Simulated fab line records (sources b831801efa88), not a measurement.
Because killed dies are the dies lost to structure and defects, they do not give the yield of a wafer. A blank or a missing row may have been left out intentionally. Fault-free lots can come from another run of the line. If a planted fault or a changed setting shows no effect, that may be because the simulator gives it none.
fab line records -- flow gf180mcu
record: lots: 14, wafers: 42, last-day: 34
route steps=602 shown STI@13 MVSD@70 MVPSD@85
lots with no fault: from the same line, run without faults
start-h: hours from the record's opening day to when the first of the lot's shown wafers began -- wait-h: hours from the lot's prior step to this one -- " unchanged from the row above -- L1.1+2: one row covering several wafers at once -- - no value present, or no start provided -- * or withheld: withheld -- < > ~ a bound
route shown NAME@n: NAME is a module with steps in the file, n the number in the route of the first one -- usual: average and standard deviation across the fault-free wafers -- same: alike in all rows -- chamber/n: place in a boat -- sites: each site's reading -- _std_site: standard deviation across them -- _edge_site: outer sites' mean less inner sites' -- radius-mm: how far each site lies from the wafer's centre -- mask NAME#n: copy n -- behind: the most recent tool/chamber to have shaped the wafer -- hold: why the lot was held/for how many hours/how that ended -- device: whichever transistor did not switch (one of n, p or np) -- end of line: the route-end tests of the same wafers -- a step given without rows: its recipe and nothing more -- killed: not the wafer's yield, but the dies lost to structure and defects at the first sort -- map: dies across one wafer; x = killed, . = not, _ = none there
set.NAME: setting as actually run; set.NAME@STEP: the setting as run at that earlier step -- model.NAME: the simulator's own value behind a step, which no gauge read
a sample of lots followed through the steps of the route, with each step as a table and each wafer as a row
services: from which hour (start-h, from the record's first day; less than 0 if before it) a tool's chamber was out of use, for how many hours, and why
== steps ==
step: GF_STI_CD_MEAS_12
recipe: target-cd-nm: 220
usual: cd-nm: 220.3/1.2
lot.wafer,tool,chamber,start-h,wait-h,cd-nm
L543.2,cd-sem-01,-,26.10,0.1,223.1
L543.5,cd-sem-01,-,26.10,0.1,222.4
L543.6,cd-sem-01,-,26.10,0.1,221.6
L544.3,cd-sem-02,-,30.62,0.1,219.4
L544.4,cd-sem-02,-,30.62,0.1,220.7
L544.6,cd-sem-02,-,30.62,0.1,219.7
L545.1,cd-sem-01,-,35.16,0.1,219.8
L545.3,cd-sem-01,-,35.16,0.1,219.5
L545.6,cd-sem-01,-,35.16,0.1,220.1
L546.1,cd-sem-01,-,40.37,0.1,219.6
L546.2,cd-sem-01,-,40.37,0.1,220.3
L546.3,cd-sem-01,-,40.37,0.1,220.8
L551.1,cd-sem-02,-,68.62,0.1,219.9
L551.3,cd-sem-02,-,68.62,0.1,221.3
L551.4,cd-sem-02,-,68.62,0.1,220.5
L553.1,cd-sem-02,-,76.93,0.1,220.0
L553.2,cd-sem-02,-,76.93,0.1,219.3
L553.3,cd-sem-02,-,76.93,0.1,219.3
L555.1,cd-sem-01,-,87.23,0.1,221.0
L555.4,cd-sem-01,-,87.23,0.1,220.7
L555.5,cd-sem-01,-,87.23,0.1,221.9
L557.3,cd-sem-02,-,98.16,0.1,221.2
L557.5,cd-sem-02,-,98.16,0.1,221.8
L557.6,cd-sem-02,-,98.16,0.1,221.5
L558.1,cd-sem-02,-,102.71,0.1,219.8
L558.2,cd-sem-02,-,102.71,0.1,218.9
L558.4,cd-sem-02,-,102.71,0.1,219.8
L561.3,cd-sem-02,-,117.76,0.1,221.1
L561.5,cd-sem-02,-,117.76,0.1,221.2
L561.6,cd-sem-02,-,117.76,0.1,221.1
L562.1,cd-sem-02,-,123.23,0.1,221.0
L562.5,cd-sem-02,-,123.23,0.1,220.7
L562.6,cd-sem-02,-,123.23,0.1,221.3
L563.1,cd-sem-01,-,129.53,0.1,221.0
L563.3,cd-sem-01,-,129.53,0.1,220.9
L563.4,cd-sem-01,-,129.53,0.1,219.6
L564.1,cd-sem-02,-,134.12,0.1,221.0
L564.3,cd-sem-02,-,134.12,0.1,220.8
L564.5,cd-sem-02,-,134.12,0.1,221.5
L565.1,cd-sem-01,-,139.28,0.1,220.2
L565.2,cd-sem-01,-,139.28,0.1,220.9
L565.4,cd-sem-01,-,139.28,0.1,221.0
step: GF_MVSD_EXPOSE_04
recipe: mask-id: MVSD, target-cd-nm: 1000, na: 0.6, source-shape: conventional, sigma-outer: 0.6, dose-mj: 260
lot.wafer,tool,chamber,start-h,wait-h,mask
L543.2+5+6,iline-stepper-01,0,74.12,-,MVSD#0
L544.3+4+6,iline-stepper-02,0,79.59,-,MVSD#0
L545.1+3+6,iline-stepper-01,0,84.80,-,MVSD#0
L546.1+2+3,iline-stepper-01,0,92.91,-,MVSD#0
L551.1+3+4,iline-stepper-01,0,124.00,-,MVSD#0
L553.1+2+3,iline-stepper-02,0,134.80,-,MVSD#0
L555.1+4+5,iline-stepper-02,0,143.01,-,MVSD#0
L557.3+5+6,iline-stepper-02,0,156.64,-,MVSD#0
L558.1+2+4,iline-stepper-01,0,162.20,-,MVSD#0
L561.3+5+6,iline-stepper-01,0,177.64,-,MVSD#0
L562.1+5+6,iline-stepper-01,0,182.92,-,MVSD#0
L563.1+3+4,iline-stepper-01,0,189.06,-,MVSD#0
L564.1+3+5,iline-stepper-01,0,194.16,-,MVSD#0
L565.1+2+4,iline-stepper-01,0,198.67,-,MVSD#0
step: GF_MVSD_OVL_MEAS_07
usual: MVSD_OVL: 1.5/1.5
lot.wafer,tool,chamber,start-h,wait-h,hold,MVSD_OVL[nm]
L543.2,overlay-01,-,80.38,-,-,-1.9
L543.5,overlay-01,-,80.38,-,-,0.7
L543.6,overlay-01,-,80.38,-,-,0.8
L544.3,overlay-01,-,86.48,-,-,-0.1
L544.4,overlay-01,-,86.48,-,-,0.8
L544.6,overlay-01,-,86.48,-,-,0.8
L545.1,overlay-02,-,91.91,-,-,-0.4
L545.3,overlay-02,-,91.91,-,-,-0.6
L545.6,overlay-02,-,91.91,-,-,1.9
L546.1,overlay-01,-,99.26,-,-,2.7
L546.2,overlay-01,-,99.26,-,-,2.5
L546.3,overlay-01,-,99.26,-,-,2.3
L551.1,overlay-01,-,131.22,-,-,0.8
L551.3,overlay-01,-,131.22,-,-,1.5
L551.4,overlay-01,-,131.22,-,-,2.5
L553.1,overlay-01,-,142.21,-,await-dispo/0.2h/release,-130.4
L553.2,overlay-01,-,142.21,-,await-dispo/0.2h/release,-132.1
L553.3,overlay-01,-,142.21,-,await-dispo/0.2h/release,-129.3
L553.1,overlay-01,-,142.41,0.2,-,-133.1
L553.2,overlay-01,-,142.41,0.2,-,-134.5
L553.3,overlay-01,-,142.41,0.2,-,-132.7
L555.1,overlay-01,-,150.28,-,await-dispo/0.2h/release,-128.5
L555.4,overlay-01,-,150.28,-,await-dispo/0.2h/release,-129.8
L555.5,overlay-01,-,150.28,-,await-dispo/0.2h/release,-129.1
L555.1,overlay-01,-,150.48,0.2,-,-131.6
L555.4,overlay-01,-,150.48,0.2,-,-133.0
L555.5,overlay-01,-,150.48,0.2,-,-131.5
L557.3,overlay-02,-,164.02,-,await-dispo/0.2h/release,-132.0
L557.5,overlay-02,-,164.02,-,await-dispo/0.2h/release,-132.1
L557.6,overlay-02,-,164.02,-,await-dispo/0.2h/release,-132.6
L557.3,overlay-02,-,164.22,0.2,-,-134.5
L557.5,overlay-02,-,164.22,0.2,-,-134.5
L557.6,overlay-02,-,164.22,0.2,-,-135.1
L558.1,overlay-02,-,170.02,-,-,2.4
L558.2,overlay-02,-,170.02,-,-,1.7
L558.4,overlay-02,-,170.02,-,-,1.5
L561.3,overlay-01,-,185.42,-,-,1.7
L561.5,overlay-01,-,185.42,-,-,2.1
L561.6,overlay-01,-,185.42,-,-,4.3
L562.1,overlay-01,-,191.22,-,-,3.9
L562.5,overlay-01,-,191.22,-,-,2.8
L562.6,overlay-01,-,191.22,-,-,4.2
L563.1,overlay-02,-,196.37,-,-,1.1
L563.3,overlay-02,-,196.37,-,-,1.3
L563.4,overlay-02,-,196.37,-,-,1.7
L564.1,overlay-01,-,201.81,-,-,3.1
L564.3,overlay-01,-,201.81,-,-,2.5
L564.5,overlay-01,-,201.81,-,-,2.8
L565.1,overlay-02,-,207.42,-,-,3.7
L565.2,overlay-02,-,207.42,-,-,1.2
L565.4,overlay-02,-,207.42,-,-,1.4
step: GF_MVPSD_OVL_MEAS_07
usual: MVPSD_OVL: -0.7/1.4
lot.wafer,tool,chamber,start-h,wait-h,MVPSD_OVL[nm]
L543.2,overlay-02,-,94.51,-,0.8
L543.5,overlay-02,-,94.51,-,-1.4
L543.6,overlay-02,-,94.51,-,-2.2
L544.3,overlay-01,-,100.79,-,1.7
L544.4,overlay-01,-,100.79,-,0.4
L544.6,overlay-01,-,100.79,-,0.2
L545.1,overlay-02,-,106.38,-,-0.8
L545.3,overlay-02,-,106.38,-,-0.4
L545.6,overlay-02,-,106.38,-,-0.6
L546.1,overlay-02,-,114.31,-,0.0
L546.2,overlay-02,-,114.31,-,0.3
L546.3,overlay-02,-,114.31,-,0.4
L551.1,overlay-01,-,147.28,-,1.1
L551.3,overlay-01,-,147.28,-,1.1
L551.4,overlay-01,-,147.28,-,3.3
L558.1,overlay-01,-,185.76,-,2.7
L558.2,overlay-01,-,185.76,-,1.4
L558.4,overlay-01,-,185.76,-,1.3
L561.3,overlay-02,-,201.17,-,-2.1
L561.5,overlay-02,-,201.17,-,-0.2
L561.6,overlay-02,-,201.17,-,-1.3
L562.1,overlay-01,-,208.61,-,-0.2
L562.5,overlay-01,-,208.61,-,1.4
L562.6,overlay-01,-,208.61,-,0.5
L563.1,overlay-01,-,213.82,-,-2.1
L563.3,overlay-01,-,213.82,-,-0.1
L563.4,overlay-01,-,213.82,-,-2.6
L564.1,overlay-01,-,218.97,-,2.3
L564.3,overlay-01,-,218.97,-,0.4
L564.5,overlay-01,-,218.97,-,2.5
L565.1,overlay-01,-,225.33,-,-0.5
L565.2,overlay-01,-,225.33,-,-0.4
L565.4,overlay-01,-,225.33,-,-1.4
step: GF_MVPSD_STRIP_10
recipe: chemistry: O2/N2, power-w: 1400, pressure-mtorr: 1500, platen-temp-c: 250, o2-flow-sccm: 3000, n2-flow-sccm: 300, overash-fraction: 0.5
usual: drypump-motor-current-A: 5.7/0.38, heater-power-w: 330/41, o2-flow-sccm: 2999/8, oes-product-au: 0.722/0.0046, strip-time-to-endpoint-s: 36.91/0.13
lot.wafer,tool,chamber,start-h,wait-h,drypump-motor-current-A,heater-power-w,o2-flow-sccm,oes-product-au,rf-hours-counter-h,strip-time-to-endpoint-s
L543.2,plasma-asher-03,0,94.84,0.1,6.2,262,3002,0.726,43,36.82
L543.5,plasma-asher-03,0,94.84,0.1,6.2,269,2993,0.726,-,36.80
L543.6,plasma-asher-03,1,94.84,0.1,5.2,285,3003,0.720,-,36.76
L544.3,plasma-asher-01,1,101.15,0.1,5.4,385,3003,0.725,-,36.82
L544.4,plasma-asher-01,0,101.15,0.1,5.2,370,3002,0.716,-,36.92
L544.6,plasma-asher-01,0,101.15,0.1,5.2,357,3000,0.727,-,36.91
L545.1,plasma-asher-04,0,106.71,0.1,6.0,363,3003,0.723,47,37.04
L545.3,plasma-asher-04,0,106.71,0.1,6.0,373,2999,0.719,-,37.13
L545.6,plasma-asher-04,0,106.71,0.1,6.0,375,3001,0.721,-,37.05
L546.1,plasma-asher-01,0,114.65,0.1,5.2,370,3013,0.712,31,36.86
L546.2,plasma-asher-01,1,114.65,0.1,5.4,374,3003,0.721,31,36.89
L546.3,plasma-asher-01,1,114.65,0.1,5.4,380,3004,0.724,-,36.90
L551.1,plasma-asher-04,0,147.61,0.1,6.0,346,2991,0.726,3,36.73
L551.3,plasma-asher-04,0,147.61,0.1,6.0,337,2995,0.720,-,36.78
L551.4,plasma-asher-04,1,147.61,0.1,5.9,342,2996,0.722,-,36.73
L558.1,plasma-asher-04,0,186.09,0.1,5.9,340,2998,0.718,6,36.76
L558.2,plasma-asher-04,1,186.09,0.1,5.9,348,2997,0.727,6,36.82
L558.4,plasma-asher-04,1,186.09,0.1,5.9,352,2985,0.730,-,36.71
L561.3,plasma-asher-01,1,201.52,0.1,5.3,367,2997,0.722,-,37.01
L561.5,plasma-asher-01,0,201.52,0.1,5.2,358,3001,0.722,-,36.99
L561.6,plasma-asher-01,1,201.52,0.1,5.3,378,2995,0.720,-,37.13
L562.1,plasma-asher-03,0,208.94,0.1,6.2,270,2995,0.720,55,36.79
L562.5,plasma-asher-03,1,208.94,0.1,5.3,291,2995,0.726,-,36.84
L562.6,plasma-asher-03,0,208.94,0.1,6.2,269,2999,0.720,-,36.83
L563.1,plasma-asher-03,0,214.16,0.1,6.2,265,2991,0.718,55,37.14
L563.3,plasma-asher-03,0,214.16,0.1,6.2,265,2991,0.726,-,37.11
L563.4,plasma-asher-03,1,214.16,0.1,5.2,289,2987,0.719,-,37.12
L564.1,plasma-asher-04,1,219.31,0.1,5.9,363,2990,0.724,11,36.82
L564.3,plasma-asher-04,1,219.31,0.1,5.9,355,3000,0.716,-,36.85
L564.5,plasma-asher-04,1,219.31,0.1,5.9,352,2996,0.724,-,36.85
L565.1,plasma-asher-04,0,225.67,0.1,6.0,344,2994,0.725,12,36.83
L565.2,plasma-asher-04,1,225.67,0.1,5.9,345,2984,0.729,12,36.86
L565.4,plasma-asher-04,1,225.67,0.1,5.9,349,2992,0.715,-,36.88
== services ==
tool,chamber,start-h,hours,kind
iline-stepper-02,-,52.35,1.7,pm
plasma-asher-01,-,72.24,2.8,pm
plasma-asher-04,-,108.75,9.0,pm
plasma-asher-04,0,108.75,9.0,vent-cycle
plasma-asher-04,1,108.75,9.0,vent-cycle
plasma-asher-04,0,117.75,-,clean
plasma-asher-04,1,117.75,-,clean
plasma-asher-04,-,149.50,11.0,pm
iline-stepper-01,0,158.94,-,calibration
plasma-asher-01,-,160.24,0.9,repair
plasma-asher-04,-,160.62,1.3,repair
iline-stepper-01,-,163.80,4.4,pm
plasma-asher-03,-,172.15,2.2,repair
iline-stepper-01,-,174.56,2.1,pm
iline-stepper-02,0,176.53,-,calibration
iline-stepper-01,-,176.64,-,consumable-replace:lamp
plasma-asher-03,-,179.50,14.6,pm
== key ==
first-sign: step: GF_MVSD_OVL_MEAS_07, reading: visit, direction: added
effect: step: GF_MVSD_OVL_MEAS_07, reading: MVSD_OVL, direction: down, sigmas: 87, usual: 1.5, struck: -130.7
met-at GF_MVSD_EXPOSE_04
struck-lots L553,L555,L557
scrapped-behind GF_MVSD_OVL_MEAS_07 L553.1,L553.2,L553.3,L555.1,L555.4,L555.5,L557.3,L557.5,L557.6
not-acting-at GF_STI_CD_MEAS_12,GF_MVPSD_OVL_MEAS_07,GF_MVPSD_STRIP_10
onset-between 79.59 134.80
fault: kind: scanner-matching-overlay, tool: iline-stepper-02, chamber: -, onset-h: 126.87, steps: GF_MVSD_EXPOSE_04, offset: -131.37
